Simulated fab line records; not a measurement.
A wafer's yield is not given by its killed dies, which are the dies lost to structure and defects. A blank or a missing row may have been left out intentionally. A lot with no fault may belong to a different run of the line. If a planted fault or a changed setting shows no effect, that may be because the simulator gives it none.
What tool caused it? || flow gf180mcu || 14 lots, 42 wafers sampled, at 4 steps of a route of 602

WHAT EACH GAUGE READ, for each wafer
GF_VT_IMPLANT_RS_MEAS_48: measures by four-point-probe. Usual: LVPWELL_RS typically reads 1198.0 ohm/sq, with standard deviation 3.
{"lot": "L612", "measured": "day 8 03:57", "on": "filmMetro-04", "LVPWELL_RS (ohm/sq)": "1201.9 1198.7 1199.3", "flag": ""}
{"lot": "L614", "measured": "day 8 15:02", "on": "filmMetro-01", "LVPWELL_RS (ohm/sq)": "1203.3 1202.6 1195.6", "flag": ""}
{"lot": "L616", "measured": "day 9 05:13", "on": "filmMetro-02", "LVPWELL_RS (ohm/sq)": "1194.9 1196.1 1192.8", "flag": ""}
{"lot": "L617", "measured": "day 9 14:59", "on": "filmMetro-02", "LVPWELL_RS (ohm/sq)": "1203.2 1204.5 1201.4", "flag": ""}
{"lot": "L619", "measured": "day 10 03:28", "on": "filmMetro-04", "LVPWELL_RS (ohm/sq)": "1199.1 1200.3 1200.5", "flag": ""}
{"lot": "L620", "measured": "day 10 09:46", "on": "filmMetro-04", "LVPWELL_RS (ohm/sq)": "1192.9 1194.3 1196.5", "flag": ""}
{"lot": "L621", "measured": "day 10 14:41", "on": "filmMetro-01", "LVPWELL_RS (ohm/sq)": "1202.2 1200.6 1198.1", "flag": ""}
{"lot": "L622", "measured": "day 10 22:41", "on": "filmMetro-02", "LVPWELL_RS (ohm/sq)": "1194.9 1200.0 1197.8", "flag": ""}
{"lot": "L623", "measured": "day 11 07:24", "on": "filmMetro-04", "LVPWELL_RS (ohm/sq)": "1198.0 1193.8 1196.2", "flag": ""}
{"lot": "L625", "measured": "day 11 19:56", "on": "filmMetro-02", "LVPWELL_RS (ohm/sq)": "1193.3 1196.5 1196.7", "flag": ""}
{"lot": "L626", "measured": "day 12 02:02", "on": "filmMetro-01", "LVPWELL_RS (ohm/sq)": "1197.9 1196.4 1197.9", "flag": ""}
{"lot": "L628", "measured": "day 12 20:38", "on": "filmMetro-01", "LVPWELL_RS (ohm/sq)": "1195.2 1194.4 1197.0", "flag": ""}
{"lot": "L632", "measured": "day 13 15:38", "on": "filmMetro-04", "LVPWELL_RS (ohm/sq)": "1237.6 1239.3 1236.6", "flag": "OFF"}
{"lot": "L633", "measured": "day 14 04:22", "on": "filmMetro-02", "LVPWELL_RS (ohm/sq)": "1232.1 1234.5 1232.7", "flag": "OFF"}

GF_M2_THK_MEAS_06: measures by xrf. Usual: M2_ALCU_THK typically reads 443 nm, with standard deviation 5.5.
{"lot": "L612", "measured": "day 19 00:41", "on": "filmMetro-04", "M2_ALCU_THK (nm)": "436 430 437", "flag": ""}
{"lot": "L614", "measured": "day 19 17:17", "on": "filmMetro-04", "M2_ALCU_THK (nm)": "442 436 437", "flag": ""}
{"lot": "L616", "measured": "day 20 13:47", "on": "filmMetro-03", "M2_ALCU_THK (nm)": "441 436 441", "flag": ""}
{"lot": "L617", "measured": "day 20 21:22", "on": "filmMetro-03", "M2_ALCU_THK (nm)": "440 434 439", "flag": ""}
{"lot": "L619", "measured": "day 21 14:02", "on": "filmMetro-04", "M2_ALCU_THK (nm)": "439 444 446", "flag": ""}
{"lot": "L620", "measured": "day 22 02:25", "on": "filmMetro-04", "M2_ALCU_THK (nm)": "440 446 444", "flag": ""}
{"lot": "L621", "measured": "day 22 07:11", "on": "filmMetro-04", "M2_ALCU_THK (nm)": "434 439 441", "flag": ""}
{"lot": "L622", "measured": "day 22 12:49", "on": "filmMetro-03", "M2_ALCU_THK (nm)": "440 440 439", "flag": ""}
{"lot": "L623", "measured": "day 23 06:49", "on": "filmMetro-03", "M2_ALCU_THK (nm)": "449 447 447", "flag": ""}
{"lot": "L625", "measured": "day 23 19:38", "on": "filmMetro-01", "M2_ALCU_THK (nm)": "452 449 454", "flag": ""}
{"lot": "L626", "measured": "day 23 23:19", "on": "filmMetro-04", "M2_ALCU_THK (nm)": "440 441 437", "flag": ""}
{"lot": "L628", "measured": "day 25 00:46", "on": "filmMetro-03", "M2_ALCU_THK (nm)": "437 440 440", "flag": ""}
{"lot": "L632", "measured": "day 26 09:42", "on": "filmMetro-04", "M2_ALCU_THK (nm)": "436 438 441", "flag": ""}
{"lot": "L633", "measured": "day 26 07:59", "on": "filmMetro-03", "M2_ALCU_THK (nm)": "440 445 448", "flag": ""}

TOOL THAT RAN EACH LOT (tool first, then ch and the chambers of the sampled wafers, then the start)
{"lot": "L612", "GF_LVPWELL_IMPLANT_08": "implanter-02 ch 0, day 4 07:44", "GF_M2_SPUTTER_02": "pvdSputter-03, day 19 00:28"}
{"lot": "L614", "GF_LVPWELL_IMPLANT_08": "implanter-04 ch 0, day 4 18:35", "GF_M2_SPUTTER_02": "pvdSputter-03, day 19 17:04"}
{"lot": "L616", "GF_LVPWELL_IMPLANT_08": "implanter-03 ch 0, day 5 06:08", "GF_M2_SPUTTER_02": "pvdSputter-02, day 20 13:34"}
{"lot": "L617", "GF_LVPWELL_IMPLANT_08": "implanter-03 ch 0, day 5 14:44", "GF_M2_SPUTTER_02": "pvdSputter-02, day 20 21:10"}
{"lot": "L619", "GF_LVPWELL_IMPLANT_08": "implanter-03 ch 0, day 6 00:53", "GF_M2_SPUTTER_02": "pvdSputter-02, day 21 13:49"}
{"lot": "L620", "GF_LVPWELL_IMPLANT_08": "implanter-02 ch 0, day 6 06:24", "GF_M2_SPUTTER_02": "pvdSputter-02, day 22 02:12"}
{"lot": "L621", "GF_LVPWELL_IMPLANT_08": "implanter-02 ch 0, day 6 10:22", "GF_M2_SPUTTER_02": "pvdSputter-01, day 22 06:58"}
{"lot": "L622", "GF_LVPWELL_IMPLANT_08": "implanter-04 ch 0, day 6 16:02", "GF_M2_SPUTTER_02": "pvdSputter-01, day 22 12:37"}
{"lot": "L623", "GF_LVPWELL_IMPLANT_08": "implanter-02 ch 0, day 6 23:43", "GF_M2_SPUTTER_02": "pvdSputter-02, day 23 06:35"}
{"lot": "L625", "GF_LVPWELL_IMPLANT_08": "implanter-03 ch 0, day 7 10:41", "GF_M2_SPUTTER_02": "pvdSputter-02, day 23 19:25"}
{"lot": "L626", "GF_LVPWELL_IMPLANT_08": "implanter-02 ch 0, day 7 15:08", "GF_M2_SPUTTER_02": "pvdSputter-01, day 23 23:05"}
{"lot": "L628", "GF_LVPWELL_IMPLANT_08": "implanter-03 ch 0, day 8 06:56", "GF_M2_SPUTTER_02": "pvdSputter-01, day 25 00:34"}
{"lot": "L632", "GF_LVPWELL_IMPLANT_08": "implanter-04 ch 0, day 8 23:04", "GF_M2_SPUTTER_02": "pvdSputter-01, day 26 09:29"}
{"lot": "L633", "GF_LVPWELL_IMPLANT_08": "implanter-04 ch 0, day 9 07:56", "GF_M2_SPUTTER_02": "pvdSputter-01, day 26 07:46"}
- GF_LVPWELL_IMPLANT_08
- GF_M2_SPUTTER_02: material AlCu, target thk 450 nm, time 23.9 s.

AS READ BY THE TOOLS THEMSELVES (means over the sampled wafers that have a number; for cases with no such wafer, the mark the record gives instead)
GF_LVPWELL_IMPLANT_08. Usual: 169.99 for beamEnergyKeV, sd 0.05.
{"lot": "L612", "tool": "implanter-02", "beamEnergyKeV": 170.04, "flag": ""}
{"lot": "L614", "tool": "implanter-04", "beamEnergyKeV": 170.05, "flag": ""}
{"lot": "L616", "tool": "implanter-03", "beamEnergyKeV": 169.97, "flag": ""}
{"lot": "L617", "tool": "implanter-03", "beamEnergyKeV": 169.98, "flag": ""}
{"lot": "L619", "tool": "implanter-03", "beamEnergyKeV": 169.98, "flag": ""}
{"lot": "L620", "tool": "implanter-02", "beamEnergyKeV": 170.06, "flag": ""}
{"lot": "L621", "tool": "implanter-02", "beamEnergyKeV": 170.02, "flag": ""}
{"lot": "L622", "tool": "implanter-04", "beamEnergyKeV": 169.97, "flag": ""}
{"lot": "L623", "tool": "implanter-02", "beamEnergyKeV": 169.99, "flag": ""}
{"lot": "L625", "tool": "implanter-03", "beamEnergyKeV": 169.99, "flag": ""}
{"lot": "L626", "tool": "implanter-02", "beamEnergyKeV": 169.98, "flag": ""}
{"lot": "L628", "tool": "implanter-03", "beamEnergyKeV": 170.02, "flag": ""}
{"lot": "L632", "tool": "implanter-04", "beamEnergyKeV": 145.69, "flag": "OFF"}
{"lot": "L633", "tool": "implanter-04", "beamEnergyKeV": 145.63, "flag": "OFF"}

GF_M2_SPUTTER_02. Usual: 30.5 % for throttleValvePct, sd 1.
{"lot": "L612", "tool": "pvdSputter-03", "throttleValvePct (%)": 29.4, "flag": ""}
{"lot": "L614", "tool": "pvdSputter-03", "throttleValvePct (%)": 29.4, "flag": ""}
{"lot": "L616", "tool": "pvdSputter-02", "throttleValvePct (%)": 30.1, "flag": ""}
{"lot": "L617", "tool": "pvdSputter-02", "throttleValvePct (%)": 30.9, "flag": ""}
{"lot": "L619", "tool": "pvdSputter-02", "throttleValvePct (%)": 30.8, "flag": ""}
{"lot": "L620", "tool": "pvdSputter-02", "throttleValvePct (%)": 30.9, "flag": ""}
{"lot": "L621", "tool": "pvdSputter-01", "throttleValvePct (%)": 30.5, "flag": ""}
{"lot": "L622", "tool": "pvdSputter-01", "throttleValvePct (%)": 30.1, "flag": ""}
{"lot": "L623", "tool": "pvdSputter-02", "throttleValvePct (%)": 30.8, "flag": ""}
{"lot": "L625", "tool": "pvdSputter-02", "throttleValvePct (%)": 31.4, "flag": ""}
{"lot": "L626", "tool": "pvdSputter-01", "throttleValvePct (%)": 30.4, "flag": ""}
{"lot": "L628", "tool": "pvdSputter-01", "throttleValvePct (%)": 30.8, "flag": ""}
{"lot": "L632", "tool": "pvdSputter-01", "throttleValvePct (%)": 30.3, "flag": ""}
{"lot": "L633", "tool": "pvdSputter-01", "throttleValvePct (%)": 30.5, "flag": ""}

THE ANSWER, worked out from the rows above alone
Rule: a lot is off if the mean of its wafers that have a number lies more than 3 standard deviations from the usual mean. A lot without any number at a reading at which 4 lots or more have one is off too. The other lots that the step has rows for count as sound. Order of review: gauges by route order, followed by the tools' own readings, for which a lot's mean as printed above is used. The first step at which some lot is off is used, and at that step the reading that is off furthest; a lot without a number counts as furthest.
Off: at GF_VT_IMPLANT_RS_MEAS_48 (LVPWELL_RS), L632, L633.
If a tool, at a process step before that reading, ran all the lots that are off and no sound lot after the first of them, it fits. The gauges at GF_VT_IMPLANT_RS_MEAS_48 aren't tried: what is off there is off at GF_LVPWELL_IMPLANT_08 too, on other tools, and a gauge's error can't cause that. One candidate fits, namely implanter-04 at GF_LVPWELL_IMPLANT_08. Its last sound lot is L622 (day 6 16:02), its first lot that is off L632 (day 8 23:04): a fault that began between those two fits.
On the lots that are off, the tool's own readings at GF_LVPWELL_IMPLANT_08 differ by more than 5 times the standard deviation of the sound lots' means, which bears it out; beamEnergyKeV reads 145.66 there versus 170.00 on the sound lots.

WHAT THE SIMULATOR HAD PUT IN
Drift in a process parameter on implanter-04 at GF_LVPWELL_IMPLANT_08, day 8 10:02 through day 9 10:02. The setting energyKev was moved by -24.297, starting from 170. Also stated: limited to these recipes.
Lots struck among those shown: L632, L633. The rule above reached the same finding.
